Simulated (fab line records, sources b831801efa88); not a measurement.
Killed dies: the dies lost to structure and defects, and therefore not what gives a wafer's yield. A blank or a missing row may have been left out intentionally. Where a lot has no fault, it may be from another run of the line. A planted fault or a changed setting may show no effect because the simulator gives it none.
The same fault as seen by 2 desks | flow gf180mcu | what lay behind the numbers comes last; until then each desk has only its own

THE METROLOGY DESK
Means of the sampled wafers that have a number, per lot and without regard to the tool the lot ran on: this is what the gauges read. Marked OUT: a lot whose mean sits more than 4 standard deviations from the usual mean, which makes it out of limits; the brackets give that distance.
Columns: A = M4_ALCU_THK at GF_M4_THK_MEAS_06, usual 452 nm
lot  | first seen here | A
L323 | day 22 07:16    | 450
L326 | day 23 10:25    | 460
L327 | day 24 05:28    | 447
L329 | day 24 15:44    | 448
L328 | day 24 19:29    | 456
L330 | day 25 02:40    | 450
L332 | day 25 21:23    | 455
L333 | day 26 01:41    | 449
L334 | day 26 10:23    | 449
L339 | day 27 20:44    | 453
L342 | day 28 17:31    | 446
L345 | day 29 11:34    | 451
This desk's verdict: no lot among the 12 shows anything out of limits.

AT THE TOOL OWNER'S DESK: rie-metal-02
The tool's own readings at GF_M5_METAL_ETCH_10 (etches the open film in Cl2/BCl3, stops on SiO2, target depth 750.8 nm, time 125.1 s): means of the sampled wafers that have a number, for each lot that ran on this tool. Marked OUT: a lot whose mean sits more than 4 standard deviations from the usual mean, which makes it out of limits; the brackets give that distance.
Columns: A = drypump-motor-current-A at GF_M5_METAL_ETCH_10, usual 5.9 A; B = oes-product-au at GF_M5_METAL_ETCH_10, usual 0.990 a.u.; C = throttle-valve-pct at GF_M5_METAL_ETCH_10, usual 28.231 %
lot  | first seen here | A   | B     | C
L326 | day 27 03:15    | 6.2 | 0.990 | 28.238
L328 | day 28 10:38    | 6.1 | 0.997 | 28.230
L330 | day 28 15:43    | 6.1 | 0.988 | 28.230
L332 | day 29 09:40    | 5.6 | 0.998 | 28.227
L339 | day 31 04:05    | 5.7 | 0.992 | 28.239
L342 | day 31 21:40    | 6.2 | 0.994 | 28.226
This desk's verdict: no lot among the 6 shows anything out of limits.

PUT TOGETHER
Nothing out of limits was seen by the metrology desk.
The desk of the tool owner found nothing out of limits.

WHAT THE SIMULATOR PUT IN
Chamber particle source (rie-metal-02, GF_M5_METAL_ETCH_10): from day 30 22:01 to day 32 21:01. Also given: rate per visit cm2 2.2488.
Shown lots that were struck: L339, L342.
